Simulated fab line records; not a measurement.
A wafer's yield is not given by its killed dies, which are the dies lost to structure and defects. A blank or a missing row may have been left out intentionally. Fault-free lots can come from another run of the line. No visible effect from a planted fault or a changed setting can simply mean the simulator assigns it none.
Which tool did it? | flow gf180mcu | 39 wafers from 13 lots sampled at 4 of the route's 602 steps

## WHAT THE GAUGES SHOWED, per wafer
GF_VT_IMPLANT_RS_MEAS_46: a four-point-probe measurement. Usual: MVSD_RS typically reads 457.0 ohm/sq, with standard deviation 1.2.
lot  | measured     | on            | MVSD_RS (ohm/sq)  | flag
L765 | day 7 21:46  | film metro-03 | 457.5 457.2 456.9 |
L766 | day 8 05:17  | film metro-02 | 455.8 457.3 456.7 |
L768 | day 8 16:33  | film metro-02 | 457.1 456.7 457.1 |
L775 | day 10 17:22 | film metro-01 | 456.5 457.6 456.4 |
L776 | day 10 22:48 | film metro-01 | 457.6 457.1 458.5 |
L778 | day 11 11:10 | film metro-01 | 458.1 456.8 457.9 |
L779 | day 11 20:49 | film metro-01 | 455.4 455.2 454.9 |
L780 | day 12 01:12 | film metro-02 | 455.9 457.2 457.1 |
L781 | day 12 09:48 | film metro-01 | 458.7 457.9 458.4 |
L783 | day 13 00:39 | film metro-02 | 457.8 458.6 458.1 |
L784 | day 13 06:05 | film metro-02 | 458.4 459.7 458.5 |
L786 | day 13 18:48 | film metro-03 | 456.3 456.6 456.9 |
L787 | day 14 04:59 | film metro-03 | 460.6 459.1 460.4 |

GF_DUAL_GATE_OVL_MEAS_11. Usual: DUAL_GATE_OVL typically reads 1.1 nm, with standard deviation 1.3.
lot  | measured     | on         | DUAL_GATE_OVL (nm) | flag
L765 | day 8 17:05  | overlay-02 | -1.5 -1.1 -1.5     |
L766 | day 9 01:03  | overlay-02 | 0.8 -0.5 0.1       |
L768 | day 9 13:10  | overlay-01 | 3.5 1.8 2.5        |
L775 | day 11 13:58 | overlay-02 | 2.6 1.6 2.3        |
L776 | day 11 19:13 | overlay-01 | 1.0 1.4 1.6        |
L778 | day 12 08:35 | overlay-02 | 1.0 0.7 -0.8       |
L779 | day 12 18:11 | overlay-01 | 2.2 2.8 2.7        |
L780 | day 13 00:27 | overlay-01 | 1.9 3.4 2.8        |
L781 | day 13 07:34 | overlay-01 | 2.6 1.9 2.0        |
L783 | day 13 23:23 | overlay-02 | 2.2 0.6 2.5        |
L784 | day 14 04:38 | overlay-02 | 1.4 1.3 2.6        |
L786 | day 14 17:47 | overlay-01 | 0.4 1.1 -0.9       |
L787 | day 15 04:08 | overlay-01 | -0.2 0.6 0.8       |

GF_HV_LDD_CD_MEAS_31: the cd target is 400 nm. Usual: cd nm reads 400.2 nm (standard deviation 2.4).
lot  | measured     | on        | cd nm (nm)        | flag
L765 | day 12 01:01 | cd sem-02 | 398.7 397.7 398.9 |
L766 | day 12 10:47 | cd sem-01 | 402.3 399.9 401.8 |
L768 | day 12 22:53 | cd sem-02 | 398.4 398.6 400.8 |
L775 | day 15 06:27 | cd sem-02 | 401.4 403.3 402.7 |
L776 | day 15 10:56 | cd sem-02 | 399.3 399.7 399.3 |
L778 | day 16 03:10 | cd sem-02 | 403.6 405.4 400.5 |
L779 | day 16 13:14 | cd sem-01 | 400.7 402.1 398.2 |
L780 | day 16 19:27 | cd sem-02 | 401.1 400.0 402.6 |
L781 | day 17 05:14 | cd sem-01 | 400.4 402.4 400.9 |
L783 | day 17 23:06 | cd sem-01 | 399.8 399.9 400.3 |
L784 | day 18 05:46 | cd sem-01 | 397.5 395.0 397.4 |
L786 | day 18 21:30 | cd sem-02 | 399.0 400.4 401.6 |
L787 | day 19 06:47 | cd sem-02 | 395.3 394.9 395.3 |

## TOOL THAT RAN EACH LOT (tool first, then ch and the chambers of the sampled wafers, then the start)
lot  | GF_DNWELL_STRIP_08
L765 | plasma asher-01 ch 0,1, day 3 01:18
L766 | plasma asher-02 ch 0,1, day 3 06:57
L768 | plasma asher-01 ch 0,1, day 3 18:11
L775 | plasma asher-02 ch 0,1, day 5 06:14
L776 | plasma asher-04 ch 0,1, day 5 10:03
L778 | plasma asher-04 ch 0,1, day 5 19:27
L779 | plasma asher-02 ch 0, day 6 03:00
L780 | plasma asher-01 ch 1, day 6 06:46
L781 | plasma asher-02 ch 0,1, day 6 12:01
L783 | plasma asher-02 ch 0,1, day 7 00:45
L784 | plasma asher-01 ch 0,1, day 7 05:09
L786 | plasma asher-02 ch 0,1, day 7 14:35
L787 | plasma asher-02 ch 0,1, day 7 23:38
- GF_DNWELL_STRIP_08: strips in O2/N2.

## AS READ BY THE TOOLS THEMSELVES (means over the sampled wafers that have a number; for cases with no such wafer, the mark the record gives instead)
GF_DNWELL_STRIP_08. Usual: chamber pressure mTorr 1499.9 mTorr, standard deviation 1.4; drypump motor current A 5.8 A, standard deviation 0.34; heater power w 340 W, standard deviation 59; oes product au 0.737 a.u., standard deviation 0.0044; strip time to endpoint s 35.90 s, standard deviation 0.092.
lot  | tool            | chamber pressure mTorr (mTorr) | drypump motor current A (A) | heater power w (W) | oes product au (a.u.) | strip time to endpoint s (s) | flag
L765 | plasma asher-01 | 1500.4                         | 6.0                         | 323                | 0.737                 | 36.03                        |
L766 | plasma asher-02 | 1501.7                         | 5.6                         | 297                | 0.737                 | 35.76                        |
L768 | plasma asher-01 | 1499.4                         | 6.1                         | 325                | 0.974                 | -                            | OFF
L775 | plasma asher-02 | 1500.8                         | 5.5                         | 305                | 0.735                 | 36.02                        |
L776 | plasma asher-04 | 1499.7                         | 6.2                         | 397                | 0.737                 | 35.95                        |
L778 | plasma asher-04 | 1499.6                         | 6.1                         | 432                | 0.736                 | 36.00                        |
L779 | plasma asher-02 | 1500.9                         | 5.7                         | 283                | 0.738                 | 35.93                        |
L780 | plasma asher-01 | 1500.0                         | 5.6                         | 324                | 0.743                 | 35.95                        |
L781 | plasma asher-02 | 1500.8                         | 5.6                         | 294                | 0.739                 | 35.98                        |
L783 | plasma asher-02 | 1500.6                         | 5.5                         | 308                | 0.736                 | 35.95                        |
L784 | plasma asher-01 | 1499.5                         | 6.0                         | 316                | 0.739                 | 35.95                        |
L786 | plasma asher-02 | 1500.7                         | 5.6                         | 291                | 0.738                 | 35.93                        |
L787 | plasma asher-02 | 1499.6                         | 5.5                         | 306                | 0.733                 | 35.87                        |

## THE ANSWER, worked out from the rows above alone
Rule: lot off if the mean of its wafers having a number is beyond 3 standard deviations from the usual mean. A lot without any number at a reading at which 4 lots or more have one is off too. Where the step has rows for the other lots, those lots are counted as sound. After the gauges, taken in route order, come the tools' own readings; for these a lot's mean is taken, as printed above. At the first step where some lot is off, the reading lying furthest off is the one used; lots without a number count as furthest.
Off, at GF_DNWELL_STRIP_08 on strip time to endpoint s: L768. Without a number there: L768.
If a tool, at that step or one of the process steps before it, ran each lot that is off and ran no sound lot following the first of them, it fits. Not one of the candidates tried fits.

## WHAT HAD BEEN PUT IN BY THE SIMULATOR
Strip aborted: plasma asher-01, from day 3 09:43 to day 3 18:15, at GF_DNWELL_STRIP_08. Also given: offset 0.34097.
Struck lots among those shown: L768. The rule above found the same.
